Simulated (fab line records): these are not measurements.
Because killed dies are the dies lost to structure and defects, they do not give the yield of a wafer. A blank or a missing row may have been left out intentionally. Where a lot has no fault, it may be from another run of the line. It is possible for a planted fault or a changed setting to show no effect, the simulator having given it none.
Which of the tools did it? | flow gf180mcu | at 1 step of a route of 602, 12 lots with 36 wafers sampled

WHAT THE GAUGES SHOWED, per wafer
GF_V4_OVL_MEAS_15. Usual: V4_OVL -1 nm, standard deviation 5.6.
lot  | measured     | on         | V4_OVL (nm) | flag
L478 | day 24 10:14 | overlay-02 | 8 2 14      |
L480 | day 25 04:38 | overlay-02 | 5 -12 4     |
L481 | day 25 13:31 | overlay-01 | -12 -8 -4   |
L482 | day 25 21:22 | overlay-01 | -4 5 1      |
L483 | day 26 07:44 | overlay-02 | 6 -1 4      |
L484 | day 26 15:14 | overlay-01 | 1 -4 -7     |
L486 | day 27 08:50 | overlay-02 | -3 -3 0     |
L490 | day 28 13:20 | overlay-02 | 4 -6 -3     |
L491 | day 28 16:50 | overlay-02 | 4 6 11      |
L499 | day 30 23:01 | overlay-01 | 5 5 6       |
L500 | day 31 04:52 | overlay-02 | -3 -8 -7    |
L501 | day 31 09:49 | overlay-01 | 4 -3 3      |

TOOL THAT RAN EACH LOT (tool first, then ch and the chambers of the sampled wafers, then the start)
The record shows no process step preceding these readings.

WHAT THE TOOLS THEMSELVES READ (means of the sampled wafers that have a number; where no wafer has one, the mark that the record gives instead)
The record holds no such reading with a usual standard deviation.

THE ANSWER, worked out from the rows above alone
Rule: a lot is off if the mean of its wafers that have a number lies more than 3 standard deviations from the usual mean. Also off: a lot with no number at a reading for which 4 or more lots have one. Any other lot the step has rows for is counted as sound. First the gauges in route order, then the tools' own readings, where a lot's mean is used as printed above. The first step at which some lot is off is used, and at that step the reading that is off furthest; a lot without a number counts as furthest.
None of the lots is off at any reading shown; this tells nothing.

WHAT THE SIMULATOR HAD PUT IN
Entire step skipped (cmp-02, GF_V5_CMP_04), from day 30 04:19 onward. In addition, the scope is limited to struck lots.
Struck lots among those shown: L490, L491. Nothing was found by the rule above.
